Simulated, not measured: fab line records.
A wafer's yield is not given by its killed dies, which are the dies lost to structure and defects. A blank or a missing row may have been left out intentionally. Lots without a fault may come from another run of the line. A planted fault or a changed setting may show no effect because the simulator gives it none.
Which of the tools did it? ; flow gf180mcu ; 6 lots, 18 wafers sampled, at 5 steps of a route of 602

== WHAT EACH GAUGE READ, for each wafer ==
GF_MVPSD_TW_MEAS_11.
lot;measured;on;MVPSD_TW
L685;day 5 12:31;film-metro-02;557 556 556
L688;day 6 10:31;film-metro-01;562 562 560
L690;day 6 22:07;film-metro-02;558 558 558
L693;day 7 13:28;film-metro-02;558 556 558
L702;day 9 18:43;film-metro-01;560 558 557
L705;day 10 11:52;film-metro-02;554 553 554

== WHAT TOOL EACH LOT RAN ON (gives the tool, then ch and the chambers of the sampled wafers, and finally the start) ==
lot;GF_STI_ETCH_14;GF_STI_CMP_25;GF_MVSD_COAT_02;GF_MVSD_STRIP_10
L685;rie-si-02 ch 0,1,3, day 2 11:58;cmp-02 ch 0,1,2, day 2 14:17;litho-track-02 ch 0, day 4 14:44;plasma-asher-01 ch 0,1, day 4 22:19
L688;rie-si-02 ch 1,2,3, day 3 02:49;cmp-02 ch 1,2, day 3 07:17;litho-track-03 ch 0, day 5 10:37;plasma-asher-03 ch 0,1, day 5 18:52
L690;rie-si-01 ch 0,1,2, day 3 17:25;cmp-01 ch 0,1,3, day 3 19:39;litho-track-03 ch 0, day 5 22:49;plasma-asher-01 ch 0,1, day 6 06:46
L693;rie-si-01 ch 0,2, day 4 04:16;cmp-01 ch 1,2,3, day 4 07:27;litho-track-03 ch 0, day 6 13:19;plasma-asher-01 ch 0,1, day 6 21:19
L702;rie-si-02 ch 0,1,3, day 6 03:23;cmp-01 ch 0,1,2, day 6 05:17;litho-track-03 ch 0, day 8 16:23;plasma-asher-03 ch 0,1, day 9 01:06
L705;rie-si-02 ch 1,3, day 6 18:28;cmp-01 ch 0,1,3, day 6 20:52;litho-track-04 ch 0, day 9 08:14;plasma-asher-03 ch 0,1, day 9 17:01
- GF_STI_ETCH_14: etches Si in HBr/Cl2/O2, target depth 360 nm, time 102.9 s.
- GF_STI_CMP_25: polishes, stops on Si3N4, t overpolish 33 s, target thk 524.6 nm.
- GF_MVSD_COAT_02: resist thk 3000 nm.
- GF_MVSD_STRIP_10: strips in O2/N2.

== THE ANSWER, worked out from the rows above alone ==
Rule: what is usual is taken from the lots themselves. The widest of any qualifying gaps counts: lots, ordered by their means at a reading, are off when they make up no more than a third of the lots, leave a main group of 4 or more, and stand apart from it by 3 or more times the standard deviation of that group's means. If all means in a main group match to the digits the tables above print for the reading, that group is not used. A lot without any number at a reading at which 4 lots or more have one is off too. Any other lot the step has rows for is counted as sound.
Nothing can be told from this: no lot is off at any reading shown.

== WHAT HAD BEEN PUT IN BY THE SIMULATOR ==
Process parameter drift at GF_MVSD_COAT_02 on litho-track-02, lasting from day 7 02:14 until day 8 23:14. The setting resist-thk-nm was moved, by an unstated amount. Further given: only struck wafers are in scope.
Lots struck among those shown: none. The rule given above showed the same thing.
